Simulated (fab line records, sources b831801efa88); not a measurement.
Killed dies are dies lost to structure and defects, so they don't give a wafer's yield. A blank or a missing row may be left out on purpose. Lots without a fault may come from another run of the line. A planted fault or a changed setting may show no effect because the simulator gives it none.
fab line records | flow gf180mcu
record lots=13 wafers=39 last_day=34
route steps=602 shown DNWELL@41 NWELL@49 DUAL_GATE@154 HV_LDD@212
lots that met no fault: from a run of the same line without faults
start_h: hours from the record's first day to the start of the lot's first wafer shown | wait_h: hours since the lot's step before | " the same as in the row above | L1.1+2: a row that stands for several wafers | - no value, or no start given | * or withheld: withheld | < > ~ a bound
route shown NAME@n: a module of which the file shows steps, and the number in the route of the first | usual: mean/standard deviation of fault-free wafers | same: alike in all rows | chamber/n: place in a boat | sites: the reading at each site | _std_site: their standard deviation | _edge_site: outer sites' mean less inner sites' | radius_mm: how far each site lies from the wafer's centre | mask NAME#n: copy n | behind: the tool/chamber that last shaped the wafer | hold: why the lot was held/for how many hours/how that ended | device: the transistor (n, p or np) that didn't switch | end of line: the same wafers' tests at the end of the route | a step without rows: its recipe alone | killed: dies lost to structure and defects at the first sort, not the wafer's yield | map: a wafer's dies, x killed, . not, _ none there
set.NAME: the setting as run; set.NAME@STEP: as run at that earlier step | model.NAME: the simulator's own value behind a step, which no gauge read
steps of the route over a sample of lots; a table a step, a row a wafer
services: from which hour (start_h, from the record's first day; less than 0 if before it) a tool's chamber was out of use, for how many hours, and why
## steps
# step GF_DNWELL_TW_MEAS_09
# usual DNWELL_TW=1348/11
# columns lot.wafer tool chamber start_h wait_h DNWELL_TW
L755.3 film_metro-03 - 49.80 0.1 1343
L755.5 " - " " 1340
L755.6 " - " " 1340
L758.1 film_metro-03 - 60.63 0.1 1335
L758.4 " - " " 1346
L758.5 " - " " 1344
L759.2 film_metro-01 - 66.24 0.1 1356
L759.3 " - " " 1356
L759.4 " - " " 1356
L760.1 film_metro-03 - 81.38 0.1 1346
L760.2 " - " " 1353
L760.5 " - " " 1355
L761.1 film_metro-01 - 81.66 0.1 1349
L761.3 " - " " 1357
L761.4 " - " " 1354
L768.1 film_metro-04 - 110.56 0.1 1331
L768.3 " - " " 1331
L768.4 " - " " 1334
L769.3 film_metro-04 - 116.43 0.1 1332
L769.4 " - " " 1327
L769.6 " - " " 1338
L770.1 film_metro-01 - 127.28 0.1 1374
L770.3 " - " " 1372
L770.5 " - " " 1374
L771.1 film_metro-01 - 129.21 0.1 1375
L771.4 " - " " 1374
L771.6 " - " " 1368
L774.1 film_metro-01 - 145.13 0.1 1355
L774.2 " - " " 1350
L774.5 " - " " 1358
L775.2 film_metro-01 - 155.89 0.1 1358
L775.3 " - " " 1352
L775.6 " - " " 1359
L777.1 film_metro-01 - 163.36 0.1 1356
L777.2 " - " " 1356
L777.6 " - " " 1356
L776.1 film_metro-04 - 163.71 0.1 1338
L776.3 " - " " 1329
L776.4 " - " " 1341
# step GF_NWELL_OVL_MEAS_07
# usual NWELL_OVL=0.9/1.1
# columns lot.wafer tool chamber start_h wait_h NWELL_OVL[nm]
L755.3 overlay-02 - 61.75 - 1.7
L755.5 " - " " 1.9
L755.6 " - " " 1.5
L758.1 overlay-02 - 72.69 - -0.5
L758.4 " - " " 1.6
L758.5 " - " " 1.6
L759.2 overlay-02 - 79.77 - -0.8
L759.3 " - " " 1.0
L759.4 " - " " 1.3
L760.1 overlay-01 - 95.14 - 0.6
L760.2 " - " " 3.3
L760.5 " - " " 1.8
L761.1 overlay-02 - 95.49 - 0.3
L761.3 " - " " 0.1
L761.4 " - " " 1.0
L768.1 overlay-01 - 123.48 - 1.0
L768.3 " - " " 0.9
L768.4 " - " " 2.0
L769.3 overlay-01 - 130.25 - 2.6
L769.4 " - " " 2.3
L769.6 " - " " 1.6
L770.1 overlay-02 - 142.26 - 1.0
L770.3 " - " " -1.3
L770.5 " - " " -0.4
L771.1 overlay-01 - 143.43 - 1.7
L771.4 " - " " 1.6
L771.6 " - " " 0.5
L774.1 overlay-02 - 159.09 - 1.8
L774.2 " - " " 1.4
L774.5 " - " " 2.3
L775.2 overlay-01 - 171.13 - 0.9
L775.3 " - " " -0.4
L775.6 " - " " 2.4
L777.1 overlay-01 - 178.84 - -0.5
L777.2 " - " " 1.1
L777.6 " - " " 0.3
L776.1 overlay-02 - 180.03 - -0.4
L776.3 " - " " 0.8
L776.4 " - " " 2.1
# step GF_DUAL_GATE_STRIP_13
# recipe chemistry=O2/N2 power_w=1400 pressure_mtorr=1500 platen_temp_c=250 o2_flow_sccm=3000 n2_flow_sccm=300 overash_fraction=0.5
# usual drypump_motor_current_A=5.8/0.3 heater_power_w=343/15 oes_product_au=0.716/0.0046 strip_time_to_endpoint_s=12.63/0.035
# columns lot.wafer tool chamber start_h wait_h drypump_motor_current_A heater_power_w oes_product_au rf_hours_counter_h strip_time_to_endpoint_s
L755.3 plasma_asher-03 1 184.29 0.0 5.3 337 0.723 - 12.65
L755.5 " 0 " " 6.0 360 0.714 - 12.63
L755.6 " 1 " " 5.3 345 0.712 - 12.62
L758.1 plasma_asher-02 1 195.12 0.0 5.7 326 0.719 42 12.65
L758.4 " 0 " " 6.2 337 0.715 - 12.62
L758.5 " 0 " " 6.2 342 0.725 - 12.59
L759.2 plasma_asher-03 0 201.85 0.0 6.0 362 0.722 8 12.57
L759.3 " 0 " " 6.0 362 0.717 - 12.58
L759.4 " 1 " " 5.3 338 0.714 - 12.63
L760.1 plasma_asher-02 0 225.19 0.0 6.2 347 0.721 45 12.60
L760.2 " 1 " " 5.7 333 0.722 45 12.57
L760.5 " 1 " " 5.6 321 0.714 - 12.58
L761.1 plasma_asher-02 0 225.90 0.0 6.2 337 0.719 46 12.59
L761.3 " 1 " " 5.7 328 0.720 - 12.57
L761.4 " 0 " " 6.2 340 0.715 - 12.58
L768.1 plasma_asher-02 1 261.65 0.0 5.7 330 0.715 49 12.61
L768.3 " 1 " " 5.7 326 0.717 - 12.65
L768.4 " 0 " " 6.2 329 0.719 - 12.66
L769.3 plasma_asher-02 0 270.17 0.0 6.2 327 0.727 - 12.63
L769.4 " 1 " " 5.7 320 0.713 - 12.63
L769.6 " 1 " " 5.7 329 0.711 - 12.63
L770.1 plasma_asher-03 1 284.85 0.0 5.4 344 0.718 17 12.74
L770.3 " 0 " " 6.0 383 0.710 - 12.69
L770.5 " 1 " " 5.3 341 0.715 - 12.66
L771.1 plasma_asher-01 0 286.12 0.0 6.1 315 0.714 62 12.65
L771.4 " 1 " " 5.6 367 0.723 - 12.67
L771.6 " 1 " " 5.6 351 0.720 - 12.65
L774.1 plasma_asher-01 1 307.25 0.0 5.6 349 0.714 64 12.67
L774.2 " 0 " " 6.1 334 0.716 64 12.66
L774.5 " 0 " " 6.1 335 0.718 - 12.64
L775.2 plasma_asher-02 0 321.59 0.0 6.2 342 0.718 56 12.63
L775.3 " 1 " " 5.7 328 0.716 - 12.66
L775.6 " 0 " " 6.2 336 0.717 - 12.66
L777.1 plasma_asher-01 1 332.35 0.0 5.6 359 0.711 67 12.65
L777.2 " 0 " " 6.1 325 0.713 67 12.61
L777.6 " 0 " " 6.1 344 0.713 - 12.61
L776.1 plasma_asher-03 0 333.00 0.0 6.0 374 0.707 21 12.63
L776.3 " 1 " " 5.4 337 0.705 - 12.61
L776.4 " 0 " " 6.0 363 0.716 - 12.61
# step GF_HV_LDD_IMPLANT_36
# recipe species=P energy_kev=60 dose_cm2=7.5e+12 tilt_deg=30 rotation_deg=270
# usual dose_ions_cm2=7.5e+12/8.9e+09 faraday_current_uA=42.3/0.85
# columns lot.wafer tool chamber start_h wait_h dose_ions_cm2 faraday_current_uA
L755.3 implanter-01 0 261.29 0.1 7.51e+12 40.7
L755.5 " 0 " " 7.494e+12 41.8
L755.6 " 0 " " 7.501e+12 42.8
L758.1 implanter-01 0 276.59 0.1 7.499e+12 42.5
L758.4 " 0 " " 7.508e+12 41.6
L758.5 " 0 " " 7.507e+12 44.3
L759.2 implanter-01 0 281.04 0.1 6.337e+12 35.4
L759.3 " 0 " " 6.347e+12 36.3
L759.4 " 0 " " 6.336e+12 36.0
L761.1 implanter-01 0 307.03 0.1 6.339e+12 34.7
L761.3 " 0 " " 6.35e+12 35.5
L761.4 " 0 " " 6.345e+12 35.8
L760.1 implanter-04 0 307.06 0.1 7.513e+12 43.0
L760.2 " 0 " " 7.499e+12 41.9
L760.5 " 0 " " 7.498e+12 42.0
L768.1 implanter-03 0 346.54 0.1 7.501e+12 41.8
L768.3 " 0 " " 7.503e+12 42.1
L768.4 " 0 " " 7.498e+12 43.3
L769.3 implanter-04 0 365.73 0.1 7.496e+12 41.2
L769.4 " 0 " " 7.494e+12 41.8
L769.6 " 0 " " 7.507e+12 43.2
L771.1 implanter-03 0 380.83 0.1 7.507e+12 42.3
L771.4 " 0 " " 7.5e+12 41.0
L771.6 " 0 " " 7.501e+12 42.4
L770.1 implanter-04 0 380.88 0.1 7.474e+12 41.4
L770.3 " 0 " " 7.494e+12 42.3
L770.5 " 0 " " 7.497e+12 42.8
L774.1 implanter-01 0 398.86 0.1 7.499e+12 42.1
L774.2 " 0 " " 7.485e+12 42.6
L774.5 " 0 " " 7.494e+12 41.4
L775.2 implanter-01 0 423.70 0.1 7.501e+12 43.0
L775.3 " 0 " " 7.487e+12 42.1
L775.6 " 0 " " 7.487e+12 42.5
L777.1 implanter-04 0 427.98 0.1 7.511e+12 41.6
L777.2 " 0 " " 7.501e+12 42.1
L777.6 " 0 " " 7.503e+12 42.4
L776.1 implanter-01 0 428.33 0.1 7.502e+12 43.4
L776.3 " 0 " " 7.507e+12 42.3
L776.4 " 0 " " 7.499e+12 42.0
# step GF_HV_LDD_RS_MEAS_53
# recipe thk_meas_gauge=four-point-probe
# usual HV_LDD_RS=418.1/0.95
# columns lot.wafer tool chamber start_h wait_h HV_LDD_RS[ohm/sq]
L755.3 film_metro-03 - 281.10 0.1 418.3
L755.5 " - " " 418.4
L755.6 " - " " 419.0
L758.1 film_metro-03 - 296.41 0.1 416.0
L758.4 " - " " 416.2
L758.5 " - " " 416.8
L759.2 film_metro-02 - 300.61 0.1 421.9
L759.3 " - " " 420.4
L759.4 " - " " 421.4
L761.1 film_metro-01 - 326.75 0.1 421.6
L761.3 " - " " 422.6
L761.4 " - " " 422.8
L760.1 film_metro-03 - 326.85 0.1 418.5
L760.2 " - " " 417.9
L760.5 " - " " 417.5
L768.1 film_metro-03 - 368.21 0.1 418.0
L768.3 " - " " 416.8
L768.4 " - " " 417.3
L769.3 film_metro-01 - 388.83 0.1 418.1
L769.4 " - " " 419.0
L769.6 " - " " 418.5
L771.1 film_metro-02 - 403.71 0.1 418.5
L771.4 " - " " 419.1
L771.6 " - " " 418.7
L770.1 film_metro-03 - 403.96 0.1 418.6
L770.3 " - " " 417.0
L770.5 " - " " 418.5
L774.1 film_metro-03 - 423.18 0.1 417.5
L774.2 " - " " 418.1
L774.5 " - " " 418.2
L775.2 film_metro-03 - 448.79 0.1 418.7
L775.3 " - " " 418.2
L775.6 " - " " 417.9
L777.1 film_metro-03 - 452.91 0.1 417.7
L777.2 " - " " 416.7
L777.6 " - " " 417.3
L776.1 film_metro-01 - 453.79 0.1 418.4
L776.3 " - " " 419.0
L776.4 " - " " 419.7
## services
# columns tool chamber start_h hours kind
implanter-03 - 162.71 2.1 repair
implanter-01 - 187.27 5.3 pm
plasma_asher-02 - 189.37 2.8 pm
implanter-04 - 202.29 6.0 repair
implanter-04 - 212.82 5.6 pm
implanter-01 - 227.37 10.6 pm
implanter-03 - 255.09 4.4 pm
implanter-04 - 270.28 2.9 pm
implanter-01 - 299.58 3.1 repair
implanter-01 - 345.75 5.2 repair
plasma_asher-03 - 362.47 0.9 repair
implanter-01 - 375.14 1.5 repair
implanter-04 - 399.79 1.5 repair
plasma_asher-02 - 401.81 0.3 repair
## key
first_sign step=GF_HV_LDD_IMPLANT_36 reading=dose_ions_cm2 direction=down sigmas=99+ usual=7.5e+12 struck=6.342e+12
effect step=GF_HV_LDD_IMPLANT_36 reading=faraday_current_uA direction=down sigmas=7.8 usual=42.3 struck=35.6
effect step=GF_HV_LDD_RS_MEAS_53 reading=HV_LDD_RS direction=up sigmas=3.9 usual=418.1 struck=421.8
met_at GF_HV_LDD_IMPLANT_36
struck_lots L759,L761
tester_left_out L759,L761
not_acting_at GF_DNWELL_TW_MEAS_09,GF_NWELL_OVL_MEAS_07,GF_DUAL_GATE_STRIP_13
onset_between 276.59 281.04
fault kind=process_parameter_drift tool=implanter-01 chamber=- onset_h=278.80 steps=GF_HV_LDD_IMPLANT_36 channel=dose_cm2 offset=-1.1507e+12 shape=step end_h=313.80 acts_in=these_recipes_only stated=7.5e+12
# tester_left_out: of these lots the tester's yield and bins aren't shown, on N5 and GAA mostly nor the transistor test; their killed dies are dies lost to structure and defects alone, not to doping, threshold or leakage, so they don't give the yield
